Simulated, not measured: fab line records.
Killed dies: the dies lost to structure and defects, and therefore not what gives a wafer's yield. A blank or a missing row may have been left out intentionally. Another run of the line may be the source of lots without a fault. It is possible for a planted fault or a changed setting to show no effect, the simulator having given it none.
Which of the tools did it? || flow gf180mcu || 12 lots with 36 wafers sampled at 4 steps, on a route of 602 steps

## WHAT THE GAUGES READ, wafer by wafer
GF_NWELL_TW_MEAS_11. Usual: NWELL_TW gives 1571 (standard deviation 26).
{"lot": "L834", "measured": "day 3 19:47", "on": "filmMetro-02", "NWELL_TW": "1597 1599 1594", "flag": ""}
{"lot": "L835", "measured": "day 3 23:11", "on": "filmMetro-04", "NWELL_TW": "1558 1560 1559", "flag": ""}
{"lot": "L839", "measured": "day 4 22:33", "on": "filmMetro-02", "NWELL_TW": "1600 1606 1602", "flag": ""}
{"lot": "L840", "measured": "day 5 03:59", "on": "filmMetro-02", "NWELL_TW": "1612 1603 1608", "flag": ""}
{"lot": "L842", "measured": "day 5 13:29", "on": "filmMetro-01", "NWELL_TW": "1537 1539 1540", "flag": ""}
{"lot": "L846", "measured": "day 6 12:56", "on": "filmMetro-02", "NWELL_TW": "1595 1598 1598", "flag": ""}
{"lot": "L848", "measured": "day 6 23:03", "on": "filmMetro-02", "NWELL_TW": "1596 1601 1591", "flag": ""}
{"lot": "L850", "measured": "day 7 12:50", "on": "filmMetro-04", "NWELL_TW": "1772 1764 1765", "flag": "OFF"}
{"lot": "L851", "measured": "day 7 17:02", "on": "filmMetro-02", "NWELL_TW": "1593 1598 1599", "flag": ""}
{"lot": "L852", "measured": "day 7 20:35", "on": "filmMetro-04", "NWELL_TW": "1765 1757 1764", "flag": "OFF"}
{"lot": "L853", "measured": "day 8 00:59", "on": "filmMetro-04", "NWELL_TW": "1560 1572 1556", "flag": ""}
{"lot": "L855", "measured": "day 8 14:41", "on": "filmMetro-02", "NWELL_TW": "1600 1584 1593", "flag": ""}

GF_VT_IMPLANT_RS_MEAS_47: a four-point-probe measurement. Usual: NWELL_RS gives 487.8 ohm/sq (standard deviation 1.3).
{"lot": "L834", "measured": "day 8 03:52", "on": "filmMetro-02", "NWELL_RS (ohm/sq)": "489.5 488.2 488.1", "flag": ""}
{"lot": "L835", "measured": "day 8 07:07", "on": "filmMetro-02", "NWELL_RS (ohm/sq)": "487.6 488.3 486.3", "flag": ""}
{"lot": "L839", "measured": "day 9 12:53", "on": "filmMetro-02", "NWELL_RS (ohm/sq)": "488.4 487.9 488.6", "flag": ""}
{"lot": "L840", "measured": "day 9 20:26", "on": "filmMetro-01", "NWELL_RS (ohm/sq)": "486.9 490.0 487.5", "flag": ""}
{"lot": "L842", "measured": "day 10 09:25", "on": "filmMetro-01", "NWELL_RS (ohm/sq)": "489.3 488.5 487.5", "flag": ""}
{"lot": "L846", "measured": "day 11 14:23", "on": "filmMetro-04", "NWELL_RS (ohm/sq)": "486.1 486.6 485.9", "flag": ""}
{"lot": "L848", "measured": "day 12 00:55", "on": "filmMetro-01", "NWELL_RS (ohm/sq)": "486.8 485.0 485.7", "flag": ""}
{"lot": "L850", "measured": "day 12 18:22", "on": "filmMetro-01", "NWELL_RS (ohm/sq)": "393.0 392.9 391.8", "flag": "OFF"}
{"lot": "L851", "measured": "day 12 23:46", "on": "filmMetro-01", "NWELL_RS (ohm/sq)": "488.1 487.9 488.9", "flag": ""}
{"lot": "L852", "measured": "day 13 04:25", "on": "filmMetro-02", "NWELL_RS (ohm/sq)": "392.6 392.5 392.3", "flag": "OFF"}
{"lot": "L853", "measured": "day 13 09:04", "on": "filmMetro-02", "NWELL_RS (ohm/sq)": "488.0 487.5 488.2", "flag": ""}
{"lot": "L855", "measured": "day 14 03:16", "on": "filmMetro-02", "NWELL_RS (ohm/sq)": "487.6 488.3 486.5", "flag": ""}

GF_M1_RS_MEAS_05: a four-point-probe measurement. Usual: M1_ALCU_RS gives 0.0693 ohm/sq (standard deviation 0.00079).
{"lot": "L834", "measured": "day 16 22:38", "on": "filmMetro-04", "M1_ALCU_RS (ohm/sq)": "0.0716 0.0702 0.0701", "flag": ""}
{"lot": "L835", "measured": "day 17 02:19", "on": "filmMetro-03", "M1_ALCU_RS (ohm/sq)": "0.0682 0.0697 0.0692", "flag": ""}
{"lot": "L839", "measured": "day 18 17:20", "on": "filmMetro-04", "M1_ALCU_RS (ohm/sq)": "0.0700 0.0693 0.0697", "flag": ""}
{"lot": "L840", "measured": "day 19 02:20", "on": "filmMetro-03", "M1_ALCU_RS (ohm/sq)": "0.0695 0.0699 0.0694", "flag": ""}
{"lot": "L842", "measured": "day 19 22:36", "on": "filmMetro-03", "M1_ALCU_RS (ohm/sq)": "0.0701 0.0697 0.0690", "flag": ""}
{"lot": "L846", "measured": "day 21 12:35", "on": "filmMetro-03", "M1_ALCU_RS (ohm/sq)": "0.0690 0.0691 0.0694", "flag": ""}
{"lot": "L848", "measured": "day 22 01:07", "on": "filmMetro-04", "M1_ALCU_RS (ohm/sq)": "0.0686 0.0695 0.0688", "flag": ""}
{"lot": "L850", "measured": "day 22 21:22", "on": "filmMetro-04", "M1_ALCU_RS (ohm/sq)": "0.0696 0.0692 0.0699", "flag": ""}
{"lot": "L851", "measured": "day 23 03:59", "on": "filmMetro-02", "M1_ALCU_RS (ohm/sq)": "0.0700 0.0690 0.0704", "flag": ""}
{"lot": "L852", "measured": "day 23 08:04", "on": "filmMetro-02", "M1_ALCU_RS (ohm/sq)": "0.0681 0.0692 0.0692", "flag": ""}
{"lot": "L853", "measured": "day 23 19:28", "on": "filmMetro-02", "M1_ALCU_RS (ohm/sq)": "0.0699 0.0689 0.0698", "flag": ""}
{"lot": "L855", "measured": "day 24 10:13", "on": "filmMetro-03", "M1_ALCU_RS (ohm/sq)": "0.0686 0.0683 0.0680", "flag": ""}

## EACH LOT AND THE TOOL THAT RAN IT (in order: tool; ch and the chambers of the sampled wafers; start)
{"lot": "L834", "GF_NWELL_IMPLANT_08": "implanter-02 ch 0, day 3 19:23"}
{"lot": "L835", "GF_NWELL_IMPLANT_08": "implanter-02 ch 0, day 3 22:47"}
{"lot": "L839", "GF_NWELL_IMPLANT_08": "implanter-02 ch 0, day 4 22:10"}
{"lot": "L840", "GF_NWELL_IMPLANT_08": "implanter-02 ch 0, day 5 03:35"}
{"lot": "L842", "GF_NWELL_IMPLANT_08": "implanter-01 ch 0, day 5 13:05"}
{"lot": "L846", "GF_NWELL_IMPLANT_08": "implanter-01 ch 0, day 6 12:34"}
{"lot": "L848", "GF_NWELL_IMPLANT_08": "implanter-01 ch 0, day 6 22:41"}
{"lot": "L850", "GF_NWELL_IMPLANT_08": "implanter-02 ch 0, day 7 12:26"}
{"lot": "L851", "GF_NWELL_IMPLANT_08": "implanter-03 ch 0, day 7 16:38"}
{"lot": "L852", "GF_NWELL_IMPLANT_08": "implanter-02 ch 0, day 7 20:11"}
{"lot": "L853", "GF_NWELL_IMPLANT_08": "implanter-01 ch 0, day 8 00:35"}
{"lot": "L855", "GF_NWELL_IMPLANT_08": "implanter-01 ch 0, day 8 14:17"}
- GF_NWELL_IMPLANT_08

## WHAT THE TOOLS THEMSELVES READ (means of the sampled wafers that have a number; where no wafer has one, the mark that the record gives instead)
GF_NWELL_IMPLANT_08. Usual: beamOnS 9.96 s, standard deviation 0.21; doseIonsCm2 1.4999e+13, standard deviation 1.7e+10; faradayCurrentUA 84.9, standard deviation 1.7; tiltDeg 0.001 degrees, standard deviation 0.021.
{"lot": "L834", "tool": "implanter-02", "beamOnS (s)": 9.96, "doseIonsCm2": 1.5008e+13, "faradayCurrentUA": 85.1, "tiltDeg (degrees)": -0.007, "flag": ""}
{"lot": "L835", "tool": "implanter-02", "beamOnS (s)": 10.03, "doseIonsCm2": 1.4982e+13, "faradayCurrentUA": 84.2, "tiltDeg (degrees)": -0.012, "flag": ""}
{"lot": "L839", "tool": "implanter-02", "beamOnS (s)": 9.95, "doseIonsCm2": 1.4998e+13, "faradayCurrentUA": 84.8, "tiltDeg (degrees)": -0.004, "flag": ""}
{"lot": "L840", "tool": "implanter-02", "beamOnS (s)": 10.12, "doseIonsCm2": 1.4992e+13, "faradayCurrentUA": 83.8, "tiltDeg (degrees)": 0.020, "flag": ""}
{"lot": "L842", "tool": "implanter-01", "beamOnS (s)": 9.83, "doseIonsCm2": 1.5021e+13, "faradayCurrentUA": 85.7, "tiltDeg (degrees)": -0.009, "flag": ""}
{"lot": "L846", "tool": "implanter-01", "beamOnS (s)": 9.88, "doseIonsCm2": 1.5029e+13, "faradayCurrentUA": 85.6, "tiltDeg (degrees)": -0.021, "flag": ""}
{"lot": "L848", "tool": "implanter-01", "beamOnS (s)": 10.08, "doseIonsCm2": 1.5004e+13, "faradayCurrentUA": 83.9, "tiltDeg (degrees)": -0.004, "flag": ""}
{"lot": "L850", "tool": "implanter-02", "beamOnS (s)": 10.77, "doseIonsCm2": 2.2903e+13, "faradayCurrentUA": 120.1, "tiltDeg (degrees)": -0.002, "flag": "OFF"}
{"lot": "L851", "tool": "implanter-03", "beamOnS (s)": 9.99, "doseIonsCm2": 1.5018e+13, "faradayCurrentUA": 84.6, "tiltDeg (degrees)": 0.006, "flag": ""}
{"lot": "L852", "tool": "implanter-02", "beamOnS (s)": 10.95, "doseIonsCm2": 2.2915e+13, "faradayCurrentUA": 118.0, "tiltDeg (degrees)": 0.030, "flag": "OFF"}
{"lot": "L853", "tool": "implanter-01", "beamOnS (s)": 9.63, "doseIonsCm2": 1.5005e+13, "faradayCurrentUA": 87.6, "tiltDeg (degrees)": 0.005, "flag": ""}
{"lot": "L855", "tool": "implanter-01", "beamOnS (s)": 10.03, "doseIonsCm2": 1.5007e+13, "faradayCurrentUA": 84.2, "tiltDeg (degrees)": 0.011, "flag": ""}

## THE ANSWER, worked out from the rows above alone
Rule: lot off if the mean of its wafers having a number is beyond 3 standard deviations from the usual mean. A lot without any number at a reading at which 4 lots or more have one is off too. The other lots that the step has rows for count as sound. The gauges are gone through in route order, then the tools' own readings, and for those a lot's mean is taken as printed above. At the first step where some lot is off, the reading lying furthest off is the one used; lots without a number count as furthest.
Off: L850, L852, at GF_NWELL_TW_MEAS_11 (NWELL_TW).
A tool fits if, at a process step before that reading, it ran every lot that is off, and no sound lot after the first of them. The gauges at GF_NWELL_TW_MEAS_11 aren't tried: what is off there is off at GF_VT_IMPLANT_RS_MEAS_47 too, on other tools, and a gauge's error can't cause that. One fits: implanter-02 at GF_NWELL_IMPLANT_08. Its last sound lot is L840 (day 5 03:35), its first lot that is off L850 (day 7 12:26): a fault that began between those two fits.
The tool's own readings at GF_NWELL_IMPLANT_08 bear it out: on the lots that are off they differ by more than 5 times the standard deviation of the sound lots' means. beamOnS reads 10.86 s there against 9.95 s on the sound lots; doseIonsCm2 reads 2.2909e+13 there against 1.5006e+13 on the sound lots; faradayCurrentUA reads 119.0 there against 85.0 on the sound lots.

## WHAT THE SIMULATOR PUT IN
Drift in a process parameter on implanter-02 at GF_NWELL_IMPLANT_08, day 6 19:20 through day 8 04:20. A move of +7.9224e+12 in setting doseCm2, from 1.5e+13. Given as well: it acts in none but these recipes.
Lots struck among those shown: L850, L852. The same result came from the rule above.
